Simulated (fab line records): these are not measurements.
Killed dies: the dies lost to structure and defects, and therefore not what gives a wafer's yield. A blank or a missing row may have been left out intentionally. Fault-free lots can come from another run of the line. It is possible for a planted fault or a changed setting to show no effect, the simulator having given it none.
fab line records -- flow gf180mcu -- part 1 of 2: steps 1 to 29 of 43
[record] lots = 5, wafers = 15, last_day = 34
route steps=602 shown POLY_GATE@170 HV_LDD@176
lots untouched by any fault: they come from a run of this same line in which no faults occurred
start_h: hours from the record's opening day to when the first of the lot's shown wafers began -- wait_h: how many hours have passed since the lot's step before this one -- " unchanged from the row above -- L1.1+2: several wafers, shown together as one row -- - no value, or no start given -- * or withheld: withheld -- < > ~ a bound
route shown NAME@n: NAME is a module with steps in the file, n the number in the route of the first one -- usual: the fault-free wafers' mean and standard deviation -- same: alike in all rows -- chamber/n: place in a boat -- sites: per-site readings -- _std_site: how widely they spread, as a standard deviation -- _edge_site: mean of outer sites minus mean of inner sites -- radius_mm: how far each site lies from the wafer's centre -- mask NAME#n: copy n -- behind: the tool/chamber that last shaped the wafer -- hold: what put the lot on hold/how long, in hours/how the hold closed -- device: names the non-switching transistor (n, p or np) -- end of line: tests run on the same wafers once the route is complete -- step lacking rows: just its recipe -- killed: count of dies lost to structure and defects at first sort (not the wafer's yield) -- map: per-die view of a wafer (x killed, . not killed, _ where there is no die)
set.NAME: the setting that was run; set.NAME@STEP: the one run at that earlier step -- model.NAME: the simulator's own value behind a step, which no gauge read
certain route steps with their lots: each step a table, each wafer a row
services: from which hour (start_h, from the record's first day; less than 0 if before it) a tool's chamber was out of use, for how many hours, and why
[[steps]]
[step GF_POLY_GATE_ETCH_13]
[recipe] target = poly-Si, target_depth_nm = 198.5, stop_on = SiO2, over_etch_frac = 0.403, chemistry = HBr/Cl2, icp_w = 400, bias_w = 100, pressure_mtorr = 10, HBr_flow_sccm = 150, Cl2_flow_sccm = 50, time_s = 69.6
[usual] bias_w = 100.0/0.31, drypump_motor_current_A = 5.7/0.45, he_backside_leak_sccm = 2.71/0.21, oes_product_au = 0.990/0.0079, throttle_valve_pct = 33.685/0.0084
lot.wafer,tool,chamber,start_h,wait_h,bias_w,drypump_motor_current_A,he_backside_leak_sccm,oes_product_au,rf_hours_counter_h,throttle_valve_pct
L081.1,rie_si-01,3,247.11,-,100.3,6.0,2.97,0.985,3,33.674
L081.4,rie_si-01,0,247.11,-,100.2,5.3,2.82,0.976,15,33.681
L081.6,rie_si-01,0,247.11,-,100.0,5.3,2.53,0.994,-,33.683
L083.4,rie_si-02,3,259.27,-,100.4,5.9,2.94,0.995,-,33.690
L083.5,rie_si-02,2,259.27,-,99.8,5.8,2.44,0.992,-,33.688
L083.6,rie_si-02,1,259.27,-,99.7,5.0,2.98,0.984,-,33.692
L086.2,rie_si-02,1,287.51,-,100.3,4.9,2.85,0.988,101,33.686
L086.3,rie_si-02,2,287.51,-,100.2,5.8,2.66,0.993,5,33.687
L086.4,rie_si-02,3,287.51,-,100.0,5.9,2.86,0.989,2,33.699
L089.2,rie_si-01,0,306.85,-,100.0,5.2,2.74,0.997,15,33.688
L089.4,rie_si-01,3,306.85,-,100.0,6.0,2.99,0.982,3,33.687
L089.6,rie_si-01,0,306.85,-,99.9,5.2,2.67,1.002,-,33.693
L095.2,rie_si-01,1,346.40,-,99.9,6.6,2.36,0.996,4,33.684
L095.4,rie_si-01,0,346.40,-,100.3,5.2,2.64,0.993,16,33.698
L095.5,rie_si-01,0,346.40,-,99.8,5.3,2.51,0.996,-,33.688
[step GF_POLY_GATE_STRIP_14]
[recipe] chemistry = O2/N2, power_w = 1400, pressure_mtorr = 1500, platen_temp_c = 250, o2_flow_sccm = 3000, n2_flow_sccm = 300, overash_fraction = 0.5
[usual] drypump_motor_current_A = 6.0/0.46, heater_power_w = 329/36, oes_product_au = 0.505/0.0047
lot.wafer,tool,chamber,start_h,wait_h,drypump_motor_current_A,heater_power_w,oes_product_au,rf_hours_counter_h
L081.1,plasma_asher-04,0,247.16,0.0,5.0,338,0.513,71
L081.4,plasma_asher-04,0,247.16,0.0,5.0,349,0.511,-
L081.6,plasma_asher-04,0,247.16,0.0,5.0,340,0.500,-
L083.4,plasma_asher-03,0,259.33,0.0,6.4,392,0.502,-
L083.5,plasma_asher-03,1,259.33,0.0,6.1,299,0.503,-
L083.6,plasma_asher-03,0,259.33,0.0,6.4,401,0.513,-
L086.2,plasma_asher-02,1,287.57,0.0,6.0,324,0.502,66
L086.3,plasma_asher-02,0,287.57,0.0,6.3,294,0.510,-
L086.4,plasma_asher-02,1,287.57,0.0,5.9,319,0.509,-
L089.2,plasma_asher-02,0,306.90,0.0,6.3,305,0.498,68
L089.4,plasma_asher-02,1,306.90,0.0,6.0,330,0.509,-
L089.6,plasma_asher-02,0,306.90,0.0,6.3,311,0.503,-
L095.2,plasma_asher-02,1,346.46,0.0,6.0,325,0.509,72
L095.4,plasma_asher-02,1,346.46,0.0,6.0,324,0.515,-
L095.5,plasma_asher-02,1,346.46,0.0,6.0,323,0.504,-
[step GF_POLY_GATE_CLEAN_15]
[recipe] chemistry = SC1/SC2, mix = 1:4:20, temp_c = 70, time_s = 150, dry = n2_spin
[usual] bath_heat_duty_pct = 13.7/1.1
lot.wafer,tool,chamber,start_h,wait_h,bath_heat_duty_pct
L081.1,wet_bench-01,3,247.26,0.1,14.4
L081.4,wet_bench-01,3,247.26,0.1,15.0
L081.6,wet_bench-01,3,247.26,0.1,15.3
L083.4,wet_bench-03,3,259.40,0.0,14.4
L083.5,wet_bench-03,3,259.40,0.0,14.2
L083.6,wet_bench-03,3,259.40,0.0,14.1
L086.2,wet_bench-03,1,287.67,0.1,12.7
L086.3,wet_bench-03,1,287.67,0.1,13.2
L086.4,wet_bench-03,1,287.67,0.1,13.6
L089.2,wet_bench-04,0,307.00,0.1,13.8
L089.4,wet_bench-04,0,307.00,0.1,14.1
L089.6,wet_bench-04,0,307.00,0.1,12.8
L095.2,wet_bench-03,0,346.56,0.1,11.8
L095.4,wet_bench-03,0,346.56,0.1,11.9
L095.5,wet_bench-03,0,346.56,0.1,12.4
[step GF_POLY_GATE_OXIDATION_16]
[recipe] temp_c = 850, ambient = O2, stabilise_s = 600, purge_s = 300, target_thk_a = 40, ox_time_s = 899
[same] purge_s = 300
lot.wafer,tool,chamber,start_h,wait_h
L081.1+4+6,furnace-02,0,247.71,0.4
L083.4+5+6,furnace-01,0,259.45,0.0
L086.2+3+4,furnace-01,0,287.72,0.0
L089.2+4+6,furnace-02,0,307.05,0.0
L095.2+4+5,furnace-02,0,349.54,2.9
[step GF_POLY_GATE_THK_MEAS_17]
[recipe] reads = SiO2_of_POLY_GATE_OXIDATION_16
[usual] POLY_GATE_OXIDATION_THK = 4.03/0.11
lot.wafer,tool,chamber,start_h,wait_h,POLY_GATE_OXIDATION_THK[nm]
L081.1,film_metro-03,-,248.96,0.0,4.00
L081.4,film_metro-03,-,248.96,0.0,4.02
L081.6,film_metro-03,-,248.96,0.0,4.12
L083.4,film_metro-03,-,260.73,0.0,3.94
L083.5,film_metro-03,-,260.73,0.0,4.04
L083.6,film_metro-03,-,260.73,0.0,4.02
L086.2,film_metro-01,-,288.98,0.0,3.99
L086.3,film_metro-01,-,288.98,0.0,4.06
L086.4,film_metro-01,-,288.98,0.0,3.98
L089.2,film_metro-01,-,308.31,0.0,4.16
L089.4,film_metro-01,-,308.31,0.0,4.18
L089.6,film_metro-01,-,308.31,0.0,4.19
L095.2,film_metro-03,-,350.80,0.0,4.08
L095.4,film_metro-03,-,350.80,0.0,4.00
L095.5,film_metro-03,-,350.80,0.0,4.03
[step GF_POLY_GATE_CD_MEAS_18]
[usual] cd_nm = 280.7/1.6
lot.wafer,tool,chamber,start_h,wait_h,cd_nm
L081.1,cd_sem-02,-,249.02,0.1,281.8
L081.4,cd_sem-02,-,249.02,0.1,279.6
L081.6,cd_sem-02,-,249.02,0.1,281.5
L083.4,cd_sem-01,-,260.84,0.1,282.2
L083.5,cd_sem-01,-,260.84,0.1,280.8
L083.6,cd_sem-01,-,260.84,0.1,283.9
L086.2,cd_sem-01,-,289.05,0.1,278.8
L086.3,cd_sem-01,-,289.05,0.1,278.9
L086.4,cd_sem-01,-,289.05,0.1,277.3
L089.2,cd_sem-01,-,308.45,0.1,281.6
L089.4,cd_sem-01,-,308.45,0.1,279.7
L089.6,cd_sem-01,-,308.45,0.1,281.8
L095.2,cd_sem-02,-,350.88,0.1,281.1
L095.4,cd_sem-02,-,350.88,0.1,280.6
L095.5,cd_sem-02,-,350.88,0.1,281.2
[step GF_HV_LDD_DEHYDRATE_00]
[recipe] temp_c = 200, time_s = 60
lot.wafer,tool,chamber,start_h,wait_h
L081.1+4+6,litho_track-03,0,257.64,8.6
L083.4+5+6,litho_track-04,0,270.31,9.4
L086.2+3+4,litho_track-01,0,298.63,9.5
L089.2+4+6,litho_track-04,0,318.16,9.7
L095.2+4+5,litho_track-03,0,360.97,10.1
[step GF_HV_LDD_HMDS_01]
[recipe] prime_time_s = 60, prime_temp_c = 120
[usual] prime_temp_c = 119.97/0.15
lot.wafer,tool,chamber,start_h,wait_h,prime_temp_c
L081.1,litho_track-03,0,257.79,0.1,120.03
L081.4,litho_track-03,0,257.79,0.1,120.14
L081.6,litho_track-03,0,257.79,0.1,119.90
L083.4,litho_track-04,0,270.46,0.1,120.12
L083.5,litho_track-04,0,270.46,0.1,120.18
L083.6,litho_track-04,0,270.46,0.1,120.00
L086.2,litho_track-01,0,298.78,0.1,119.83
L086.3,litho_track-01,0,298.78,0.1,119.82
L086.4,litho_track-01,0,298.78,0.1,119.82
L089.2,litho_track-04,0,318.31,0.1,120.00
L089.4,litho_track-04,0,318.31,0.1,119.87
L089.6,litho_track-04,0,318.31,0.1,119.80
L095.2,litho_track-03,0,361.12,0.1,119.91
L095.4,litho_track-03,0,361.12,0.1,119.76
L095.5,litho_track-03,0,361.12,0.1,120.12
[step GF_HV_LDD_COAT_02]
[recipe] resist = NOVOLAK, spin_rpm = 3000, resist_thk_nm = 1000
lot.wafer,tool,chamber,start_h,wait_h
L081.1+4+6,litho_track-03,0,257.94,0.1
L083.4+5+6,litho_track-04,0,270.61,0.1
L086.2+3+4,litho_track-01,0,298.93,0.1
L089.2+4+6,litho_track-04,0,318.46,0.1
L095.2+4+5,litho_track-03,0,361.27,0.1
[step GF_HV_LDD_SOFTBAKE_03]
[recipe] temp_c = 90, time_s = 60, resist = NOVOLAK
lot.wafer,tool,chamber,start_h,wait_h
L081.1+4+6,litho_track-03,0,258.09,0.1
L083.4+5+6,litho_track-04,0,270.76,0.1
L086.2+3+4,litho_track-01,0,299.08,0.1
L089.2+4+6,litho_track-04,0,318.61,0.1
L095.2+4+5,litho_track-03,0,361.42,0.1
[step GF_HV_LDD_EXPOSE_04]
[recipe] mask_id = Nplus_LV_AREA, target_cd_nm = 400, na = 0.6, source_shape = conventional, sigma_outer = 0.6, dose_mj = 140
[usual] exposure_dose_mJ_cm2 = 139.98/0.14
lot.wafer,tool,chamber,start_h,wait_h,mask,exposure_dose_mJ_cm2
L081.1,iline_stepper-02,0,-,-,Nplus_LV_AREA#0,140.21
L081.4,iline_stepper-02,0,-,-,Nplus_LV_AREA#0,139.98
L081.6,iline_stepper-02,0,-,-,Nplus_LV_AREA#0,140.22
L083.4,iline_stepper-02,0,-,-,Nplus_LV_AREA#0,140.27
L083.5,iline_stepper-02,0,-,-,Nplus_LV_AREA#0,140.12
L083.6,iline_stepper-02,0,-,-,Nplus_LV_AREA#0,140.06
L086.2,iline_stepper-02,0,-,-,Nplus_LV_AREA#0,140.05
L086.3,iline_stepper-02,0,-,-,Nplus_LV_AREA#0,140.23
L086.4,iline_stepper-02,0,-,-,Nplus_LV_AREA#0,140.08
L089.2,iline_stepper-01,0,-,-,Nplus_LV_AREA#0,140.05
L089.4,iline_stepper-01,0,-,-,Nplus_LV_AREA#0,140.12
L089.6,iline_stepper-01,0,-,-,Nplus_LV_AREA#0,140.11
L095.2,iline_stepper-01,0,-,-,Nplus_LV_AREA#0,139.87
L095.4,iline_stepper-01,0,-,-,Nplus_LV_AREA#0,139.87
L095.5,iline_stepper-01,0,-,-,Nplus_LV_AREA#0,140.09
[step GF_HV_LDD_PEB_05]
[recipe] temp_c = withheld, time_s = *, resist = NOVOLAK
lot.wafer,tool,chamber,start_h,wait_h
L081.1+4+6,litho_track-04,0,-,-
L083.4+5+6,litho_track-01,0,-,-
L086.2+3+4,litho_track-01,0,-,-
L089.2+4+6,litho_track-04,0,-,-
L095.2+4+5,litho_track-04,0,-,-
[step GF_HV_LDD_DEVELOP_06]
[recipe] develop_time_s = 60, dev_temp_c = 23
[same] develop_time_s = 60
lot.wafer,tool,chamber,start_h,wait_h
L081.1+4+6,litho_track-04,0,267.43,0.1
L083.4+5+6,litho_track-01,0,280.63,0.1
L086.2+3+4,litho_track-01,0,309.08,0.1
L089.2+4+6,litho_track-04,0,328.56,0.1
L095.2+4+5,litho_track-04,0,372.71,0.1
[step GF_HV_LDD_CD_MEAS_07]
[recipe] target_cd_nm = 400
[usual] cd_nm = 400.0/2.3
lot.wafer,tool,chamber,start_h,wait_h,cd_nm
L081.1,cd_sem-01,-,267.58,0.1,399.7
L081.4,cd_sem-01,-,267.58,0.1,398.9
L081.6,cd_sem-01,-,267.58,0.1,401.4
L083.4,cd_sem-02,-,280.76,0.1,400.3
L083.5,cd_sem-02,-,280.76,0.1,402.5
L083.6,cd_sem-02,-,280.76,0.1,403.0
L086.2,cd_sem-01,-,309.22,0.1,400.0
L086.3,cd_sem-01,-,309.22,0.1,398.7
L086.4,cd_sem-01,-,309.22,0.1,400.8
L089.2,cd_sem-02,-,328.70,0.1,397.5
L089.4,cd_sem-02,-,328.70,0.1,396.4
L089.6,cd_sem-02,-,328.70,0.1,397.7
L095.2,cd_sem-01,-,372.85,0.1,400.0
L095.4,cd_sem-01,-,372.85,0.1,399.8
L095.5,cd_sem-01,-,372.85,0.1,401.2
[step GF_HV_LDD_OVL_MEAS_08]
[usual] HV_LDD_OVL = -0.2/1.3
lot.wafer,tool,chamber,start_h,wait_h,HV_LDD_OVL[nm]
L081.1,overlay-01,-,267.70,0.1,1.2
L081.4,overlay-01,-,267.70,0.1,2.1
L081.6,overlay-01,-,267.70,0.1,1.5
L083.4,overlay-02,-,280.84,0.1,-1.4
L083.5,overlay-02,-,280.84,0.1,-2.5
L083.6,overlay-02,-,280.84,0.1,-1.2
L086.2,overlay-02,-,309.33,0.1,-1.5
L086.3,overlay-02,-,309.33,0.1,-0.4
L086.4,overlay-02,-,309.33,0.1,0.2
L089.2,overlay-01,-,328.81,0.1,-0.5
L089.4,overlay-01,-,328.81,0.1,-0.6
L089.6,overlay-01,-,328.81,0.1,0.4
L095.2,overlay-01,-,372.96,0.1,1.1
L095.4,overlay-01,-,372.96,0.1,0.1
L095.5,overlay-01,-,372.96,0.1,0.4
[step GF_HV_LDD_IMPLANT_09]
[recipe] species = As, energy_kev = 40, dose_cm2 = 1.03e+14, tilt_deg = 7
lot.wafer,tool,chamber,start_h,wait_h
L081.1+4+6,implanter-01,0,267.74,0.0
L083.4+5+6,implanter-03,0,280.93,0.1
L086.2+3+4,implanter-01,0,309.38,0.0
L089.2+4+6,implanter-01,0,328.86,0.0
L095.2+4+5,implanter-01,0,373.01,0.0
[step GF_HV_LDD_STRIP_10]
[recipe] chemistry = O2/N2, power_w = 1400, pressure_mtorr = 1500, platen_temp_c = 250, o2_flow_sccm = 3000, n2_flow_sccm = 300, overash_fraction = 0.5
[usual] drypump_motor_current_A = 5.4/0.53, heater_power_w = 322/15, oes_product_au = 0.716/0.0052, strip_time_to_endpoint_s = 12.64/0.038
lot.wafer,tool,chamber,start_h,wait_h,drypump_motor_current_A,heater_power_w,oes_product_au,rf_hours_counter_h,strip_time_to_endpoint_s
L081.1,plasma_asher-04,1,267.89,0.1,5.3,311,0.720,74,12.64
L081.4,plasma_asher-04,1,267.89,0.1,5.3,304,0.713,-,12.67
L081.6,plasma_asher-04,0,267.89,0.1,5.0,341,0.715,-,12.65
L083.4,plasma_asher-01,1,281.04,0.1,5.5,310,0.712,-,12.71
L083.5,plasma_asher-01,1,281.04,0.1,5.5,306,0.725,-,12.70
L083.6,plasma_asher-01,0,281.04,0.1,4.7,332,0.708,-,12.69
L086.2,plasma_asher-01,0,309.51,0.1,4.7,333,0.714,41,12.72
L086.3,plasma_asher-01,1,309.51,0.1,5.5,320,0.717,-,12.68
L086.4,plasma_asher-01,0,309.51,0.1,4.7,348,0.724,-,12.67
L089.2,plasma_asher-04,1,328.99,0.1,5.3,304,0.728,80,12.68
L089.4,plasma_asher-04,1,328.99,0.1,5.3,319,0.719,-,12.70
L089.6,plasma_asher-04,0,328.99,0.1,5.0,332,0.719,-,12.69
L095.2,plasma_asher-01,0,373.14,0.1,4.7,347,0.711,49,12.64
L095.4,plasma_asher-01,0,373.14,0.1,4.7,338,0.713,-,12.65
L095.5,plasma_asher-01,1,373.14,0.1,5.6,317,0.706,-,12.60
[step GF_HV_LDD_TW_MEAS_11]
[usual] HV_LDD_TW = 2428/31
lot.wafer,tool,chamber,start_h,wait_h,HV_LDD_TW
L081.1,film_metro-01,-,267.99,0.1,2421
L081.4,film_metro-01,-,267.99,0.1,2406
L081.6,film_metro-01,-,267.99,0.1,2410
L083.4,film_metro-01,-,281.14,0.1,2404
L083.5,film_metro-01,-,281.14,0.1,2413
L083.6,film_metro-01,-,281.14,0.1,2407
L086.2,film_metro-02,-,309.62,0.1,2487
L086.3,film_metro-02,-,309.62,0.1,2482
L086.4,film_metro-02,-,309.62,0.1,2489
L089.2,film_metro-02,-,329.10,0.1,2464
L089.4,film_metro-02,-,329.10,0.1,2473
L089.6,film_metro-02,-,329.10,0.1,2458
L095.2,film_metro-04,-,373.25,0.1,2413
L095.4,film_metro-04,-,373.25,0.1,2428
L095.5,film_metro-04,-,373.25,0.1,2413
[step GF_HV_LDD_DEHYDRATE_12]
[recipe] temp_c = 200, time_s = 60
lot.wafer,tool,chamber,start_h,wait_h
L081.1+4+6,litho_track-04,0,277.28,9.3
L083.4+5+6,litho_track-03,0,290.72,9.6
L086.2+3+4,litho_track-01,0,319.58,9.9
L089.2+4+6,litho_track-04,0,339.31,10.2
L095.2+4+5,litho_track-04,0,383.71,10.4
[step GF_HV_LDD_HMDS_13]
[recipe] prime_time_s = 60, prime_temp_c = 120
[usual] prime_temp_c = 120.01/0.14
lot.wafer,tool,chamber,start_h,wait_h,prime_temp_c
L081.1,litho_track-04,0,277.43,0.1,119.96
L081.4,litho_track-04,0,277.43,0.1,120.34
L081.6,litho_track-04,0,277.43,0.1,120.21
L083.4,litho_track-03,0,290.87,0.1,119.79
L083.5,litho_track-03,0,290.87,0.1,119.79
L083.6,litho_track-03,0,290.87,0.1,119.97
L086.2,litho_track-01,0,319.73,0.1,119.77
L086.3,litho_track-01,0,319.73,0.1,120.04
L086.4,litho_track-01,0,319.73,0.1,119.76
L089.2,litho_track-04,0,339.46,0.1,120.10
L089.4,litho_track-04,0,339.46,0.1,119.82
L089.6,litho_track-04,0,339.46,0.1,119.96
L095.2,litho_track-04,0,383.86,0.1,119.89
L095.4,litho_track-04,0,383.86,0.1,120.03
L095.5,litho_track-04,0,383.86,0.1,120.02
[step GF_HV_LDD_COAT_14]
[recipe] resist = NOVOLAK, spin_rpm = 3000, resist_thk_nm = 1000
lot.wafer,tool,chamber,start_h,wait_h
L081.1+4+6,litho_track-04,0,277.58,0.1
L083.4+5+6,litho_track-03,0,291.02,0.1
L086.2+3+4,litho_track-01,0,319.88,0.1
L089.2+4+6,litho_track-04,0,339.61,0.1
L095.2+4+5,litho_track-04,0,384.01,0.1
[step GF_HV_LDD_SOFTBAKE_15]
[recipe] temp_c = 90, time_s = 60, resist = NOVOLAK
lot.wafer,tool,chamber,start_h,wait_h
L081.1+4+6,litho_track-04,0,277.73,0.1
L083.4+5+6,litho_track-03,0,291.17,0.1
L086.2+3+4,litho_track-01,0,320.03,0.1
L089.2+4+6,litho_track-04,0,339.76,0.1
L095.2+4+5,litho_track-04,0,384.16,0.1
[step GF_HV_LDD_EXPOSE_16]
[recipe] mask_id = Pplus_LV_AREA, target_cd_nm = 400, na = 0.6, source_shape = conventional, sigma_outer = 0.6, dose_mj = 140
[usual] exposure_dose_mJ_cm2 = 140.01/0.14
lot.wafer,tool,chamber,start_h,wait_h,mask,exposure_dose_mJ_cm2
L081.1,iline_stepper-01,0,-,-,Pplus_LV_AREA#0,139.97
L081.4,iline_stepper-01,0,-,-,Pplus_LV_AREA#0,139.98
L081.6,iline_stepper-01,0,-,-,Pplus_LV_AREA#0,140.05
L083.4,iline_stepper-01,0,-,-,Pplus_LV_AREA#0,139.81
L083.5,iline_stepper-01,0,-,-,Pplus_LV_AREA#0,140.08
L083.6,iline_stepper-01,0,-,-,Pplus_LV_AREA#0,139.89
L086.2,iline_stepper-01,0,-,-,Pplus_LV_AREA#0,139.93
L086.3,iline_stepper-01,0,-,-,Pplus_LV_AREA#0,140.17
L086.4,iline_stepper-01,0,-,-,Pplus_LV_AREA#0,140.06
L089.2,iline_stepper-02,0,-,-,Pplus_LV_AREA#0,140.15
L089.4,iline_stepper-02,0,-,-,Pplus_LV_AREA#0,139.69
L089.6,iline_stepper-02,0,-,-,Pplus_LV_AREA#0,139.90
L095.2,iline_stepper-02,0,-,-,Pplus_LV_AREA#0,139.99
L095.4,iline_stepper-02,0,-,-,Pplus_LV_AREA#0,140.05
L095.5,iline_stepper-02,0,-,-,Pplus_LV_AREA#0,139.88
[step GF_HV_LDD_PEB_17]
[recipe] temp_c = withheld, time_s = *, resist = NOVOLAK
lot.wafer,tool,chamber,start_h,wait_h
L081.1+4+6,litho_track-04,0,-,-
L083.4+5+6,litho_track-04,0,-,-
L086.2+3+4,litho_track-01,0,-,-
L089.2+4+6,litho_track-01,0,-,-
L095.2+4+5,litho_track-01,0,-,-
[step GF_HV_LDD_DEVELOP_18]
[recipe] develop_time_s = 60, dev_temp_c = 23
[same] develop_time_s = 60
lot.wafer,tool,chamber,start_h,wait_h
L081.1+4+6,litho_track-04,0,287.33,0.1
L083.4+5+6,litho_track-04,0,301.36,0.1
L086.2+3+4,litho_track-01,0,330.33,0.1
L089.2+4+6,litho_track-01,0,350.53,0.1
L095.2+4+5,litho_track-01,0,395.68,0.1
[step GF_HV_LDD_CD_MEAS_19]
[recipe] target_cd_nm = 400
[usual] cd_nm = 400.0/2.6
lot.wafer,tool,chamber,start_h,wait_h,cd_nm
L081.1,cd_sem-01,-,287.48,0.1,402.3
L081.4,cd_sem-01,-,287.48,0.1,402.1
L081.6,cd_sem-01,-,287.48,0.1,403.9
L083.4,cd_sem-01,-,301.49,0.1,401.8
L083.5,cd_sem-01,-,301.49,0.1,402.7
L083.6,cd_sem-01,-,301.49,0.1,404.0
L086.2,cd_sem-01,-,330.47,0.1,401.1
L086.3,cd_sem-01,-,330.47,0.1,402.1
L086.4,cd_sem-01,-,330.47,0.1,398.9
L089.2,cd_sem-01,-,350.67,0.1,401.6
L089.4,cd_sem-01,-,350.67,0.1,400.2
L089.6,cd_sem-01,-,350.67,0.1,399.5
L095.2,cd_sem-01,-,395.82,0.1,401.1
L095.4,cd_sem-01,-,395.82,0.1,400.6
L095.5,cd_sem-01,-,395.82,0.1,399.5
[step GF_HV_LDD_OVL_MEAS_20]
[usual] HV_LDD_01_OVL = -1.4/1.4
lot.wafer,tool,chamber,start_h,wait_h,HV_LDD_01_OVL[nm]
L081.1,overlay-01,-,287.60,0.1,0.1
L081.4,overlay-01,-,287.60,0.1,-0.1
L081.6,overlay-01,-,287.60,0.1,-0.3
L083.4,overlay-01,-,301.57,0.1,-1.4
L083.5,overlay-01,-,301.57,0.1,0.1
L083.6,overlay-01,-,301.57,0.1,-0.5
L086.2,overlay-02,-,330.58,0.1,-1.9
L086.3,overlay-02,-,330.58,0.1,-2.2
L086.4,overlay-02,-,330.58,0.1,-3.2
L089.2,overlay-02,-,350.78,0.1,-1.9
L089.4,overlay-02,-,350.78,0.1,-1.6
L089.6,overlay-02,-,350.78,0.1,-2.1
L095.2,overlay-01,-,395.93,0.1,1.8
L095.4,overlay-01,-,395.93,0.1,0.8
L095.5,overlay-01,-,395.93,0.1,0.6
[step GF_HV_LDD_IMPLANT_21]
[recipe] species = BF2, energy_kev = 25, dose_cm2 = 5e+13, tilt_deg = 7
lot.wafer,tool,chamber,start_h,wait_h
L081.1+4+6,implanter-03,0,287.64,0.0
L083.4+5+6,implanter-04,0,301.66,0.1
L086.2+3+4,implanter-03,0,330.63,0.0
L089.2+4+6,implanter-03,0,350.83,0.0
L095.2+4+5,implanter-04,0,395.98,0.0
[step GF_HV_LDD_STRIP_22]
[recipe] chemistry = O2/N2, power_w = 1400, pressure_mtorr = 1500, platen_temp_c = 250, o2_flow_sccm = 3000, n2_flow_sccm = 300, overash_fraction = 0.5
[usual] drypump_motor_current_A = 5.3/0.51, heater_power_w = 323/15, oes_product_au = 0.717/0.005, strip_time_to_endpoint_s = 12.65/0.038
lot.wafer,tool,chamber,start_h,wait_h,drypump_motor_current_A,heater_power_w,oes_product_au,rf_hours_counter_h,strip_time_to_endpoint_s
L081.1,plasma_asher-04,0,287.79,0.1,5.0,340,0.724,76,12.65
L081.4,plasma_asher-04,1,287.79,0.1,5.3,314,0.716,-,12.65
L081.6,plasma_asher-04,1,287.79,0.1,5.2,306,0.708,-,12.62
L083.4,plasma_asher-04,1,301.77,0.1,5.3,314,0.718,-,12.62
L083.5,plasma_asher-04,0,301.77,0.1,4.9,335,0.713,-,12.59
L083.6,plasma_asher-04,1,301.77,0.1,5.3,311,0.723,-,12.61
L086.2,plasma_asher-01,0,330.76,0.1,4.7,350,0.713,44,12.65
L086.3,plasma_asher-01,0,330.76,0.1,4.8,337,0.718,-,12.66
L086.4,plasma_asher-01,1,330.76,0.1,5.5,310,0.716,-,12.69
L089.2,plasma_asher-01,1,350.96,0.1,5.6,315,0.714,46,12.68
L089.4,plasma_asher-01,1,350.96,0.1,5.5,314,0.709,-,12.65
L089.6,plasma_asher-01,0,350.96,0.1,4.7,336,0.719,-,12.63
L095.2,plasma_asher-01,0,396.11,0.1,4.7,337,0.722,51,12.66
L095.4,plasma_asher-01,0,396.11,0.1,4.7,339,0.720,-,12.68
L095.5,plasma_asher-01,0,396.11,0.1,4.7,335,0.723,-,12.68
